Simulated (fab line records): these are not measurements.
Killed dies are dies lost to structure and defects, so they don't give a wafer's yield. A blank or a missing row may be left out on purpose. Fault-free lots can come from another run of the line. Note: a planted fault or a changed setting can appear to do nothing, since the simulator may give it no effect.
Struck lot and sound lot, side by side / flow sky130 / 32 steps out of a route of 708
Sound: the wafers L440.3, L440.4, L440.5. Wafers struck: L455.1, L455.3, L455.4. At the end, the cause is stated.
For every step that has rows: the tool of each side, followed by ch and its chambers, followed by its first start. Under that, the readings that differ: sound wafers / struck wafers / difference of the means / sigmas: that difference in standard deviations of wafers without a fault.
alike: readings with means less than 2 such deviations apart, plus words and numbers identical on both sides. not compared: withheld readings, readings lacking a value on some wafer, bounds such as >300 that could conceal the same value, and numbers that have no deviation in the record and whose values overlap.
A row with sigmas, a row that says differs or no value, or rows on one side alone: a step with any of these is where the two part. When numbers do not overlap yet have no deviation, they are printed without sigmas and do not part them. A reading that every wafer of one side lacks parts them only if that side has two wafers or more.

SKY_FIELD_ISO_BOW_MEAS_00:
  sound on film metro-04 at day 1 20:02; struck on film metro-02 at day 4 23:00
  alike: INCOMING_BOW
SKY_FIELD_ISO_OXIDATION_01: stabilise 600 s, purge 300 s, target thk 12 nm.
  sound on furnace-02 ch 0, day 1 20:17; struck on furnace-02 ch 0, day 4 23:07
  alike: tube_center_temp_C_max
SKY_FIELD_ISO_THK_MEAS_02:
  sound on film metro-01 at day 1 21:49; struck on film metro-01 at day 5 00:38
  alike: FIELD_ISO_OXIDATION_00_THK
then, 1 step without rows for these wafers: SKY_FIELD_ISO_CVD_03 (deposits Si3N4 from DCS/NH3, target thk 165 nm, time 2830 s).
SKY_FIELD_ISO_THK_MEAS_04:
  sound on film metro-01 at day 2 00:50; struck on film metro-02 at day 5 02:29
  alike: FIELD_ISO_CVD_03_THK
then, 4 steps without rows for these wafers: SKY_FIELD_ISO_DEHYDRATE_05 (time 60 s); SKY_FIELD_ISO_HMDS_06 (prime time 60 s); SKY_FIELD_ISO_COAT_07 (resist thk 60 nm); SKY_FIELD_ISO_COAT_08 (resist thk 450 nm).
SKY_FIELD_ISO_SOFTBAKE_09: time 93.81 s.
  sound on litho track-04 ch 0; struck on litho track-03 ch 0
  alike: chill plate temp C, plate sensor t centre C, plate sensor t edge C
then, 3 steps without rows for these wafers: SKY_FIELD_ISO_EXPOSE_10 (exposes mask FOM, target cd 150 nm); SKY_FIELD_ISO_PEB_11; SKY_FIELD_ISO_DEVELOP_12 (develop time 60 s).
SKY_FIELD_ISO_CD_MEAS_13 targets a cd of 150 nm.
  sound on cd sem-01 at day 2 16:38; struck on cd sem-02 at day 5 21:05
  alike: cd nm
SKY_FIELD_ISO_ETCH_14: etches BARC in N2/H2, stops on SiO2, time 45.9 s, target depth 60 nm.
  sound on rie diel-03 ch 0,1, day 2 16:43; struck on rie diel-03 ch 0,2,3, day 5 21:13
  alike: drypump motor current A, oes product au, throttle valve pct
  not compared: rf hours counter h
SKY_FIELD_ISO_ETCH_15: etches the open film in CHF3/O2, stops on Si, target depth 180 nm, time 72 s.
  sound on rie diel-03 ch 0,1, day 2 16:46; struck on rie diel-03 ch 0,2,3, day 5 21:16
  alike: drypump motor current A, oes product au, throttle valve pct
  not compared: rf hours counter h
SKY_FIELD_ISO_STRIP_16: strips in O2/N2.
  sound on plasma asher-01 ch 0,1, day 2 16:51; struck on plasma asher-04 ch 0,1, day 5 21:19
  alike: drypump motor current A, oes product au, strip time to endpoint s
  not compared: rf hours counter h
SKY_FIELD_ISO_ETCH_17: etches Si in HBr/Cl2/O2, target depth 342 nm, time 97.7 s.
  sound on rie si-02 ch 2,3, day 2 16:57; struck on rie si-02 ch 0,2,3, day 5 21:25
reading=rf hours counter h (h); sound=- - -; struck=0 2 1; difference=no value on the sound wafers; sigmas=
  alike: drypump motor current A, oes product au, throttle valve pct
then, 5 steps without rows for these wafers: SKY_FIELD_ISO_WET_ETCH_18 (etches Si3N4 in H3PO4, target depth 25 nm, time 286 s); SKY_FIELD_ISO_CLEAN_19 (cleans in SC1/SC2, time 150 s); SKY_FIELD_ISO_CLEAN_20 (cleans in dHF, time 20 s); SKY_FIELD_ISO_WET_ETCH_21 (etches SiO2 in dHF, target depth 20 nm, time 400 s); SKY_FIELD_ISO_OXIDATION_22 (stabilise 600 s, purge 300 s, target thk 10 nm).
SKY_FIELD_ISO_THK_MEAS_23:
  sound on film metro-04 at day 2 19:52; struck on film metro-01 at day 5 22:59
  alike: FIELD_ISO_OXIDATION_01_THK
then, 1 step without rows for these wafers: SKY_FIELD_ISO_CVD_24 (deposits SiO2, target thk 595 nm, time 99.2 s).
SKY_FIELD_ISO_THK_MEAS_25:
  sound on film metro-02 at day 2 20:00; struck on film metro-02 at day 5 23:07
  alike: FIELD_ISO_CVD_24_THK
then, 5 steps without rows for these wafers: SKY_FIELD_ISO_ANNEAL_26 (time 1800 s); SKY_FIELD_ISO_CMP_27 (polishes, stops on Si3N4, t overpolish 17.05 s, target thk 457.8 nm); SKY_FIELD_ISO_WET_ETCH_28 (etches SiO2 in dHF, target depth 23.7 nm, time 47 s); SKY_FIELD_ISO_WET_ETCH_29 (etches Si3N4 in H3PO4, target depth 160 nm, time 1825 s); SKY_FIELD_ISO_WET_ETCH_30 (etches SiO2 in dHF, target depth 25 nm, time 50 s).
-- the record jumps here: 44 days lie between the struck wafers' starts before and after (it left off in module FIELD_ISO and takes up again in module PAD_OPEN, whose first step shown is number 708 of the route) --
SKY_PAD_OPEN_PROBE_99:
  sound on prober-02 at day 46 23:05; struck on prober-01 at day 50 03:54
reading=killed at front end; sound=20 13 20; struck=111 101 96; difference=+85; sigmas=+20
reading=killed dies; sound=87 79 96; struck=179 153 151; difference=+74; sigmas=+9
reading=killed on rim; sound=21 19 23; struck=34 31 33; difference=+12; sigmas=+4
  alike: killed_at_M0_to_M3, killed_at_M4_up, killed at contacts, killed at other, killed open, killed short

WHERE THEY PART
Last at SKY_PAD_OPEN_PROBE_99 as far as this record goes, first at SKY_FIELD_ISO_ETCH_17.

WHY: what had been put in by the simulator
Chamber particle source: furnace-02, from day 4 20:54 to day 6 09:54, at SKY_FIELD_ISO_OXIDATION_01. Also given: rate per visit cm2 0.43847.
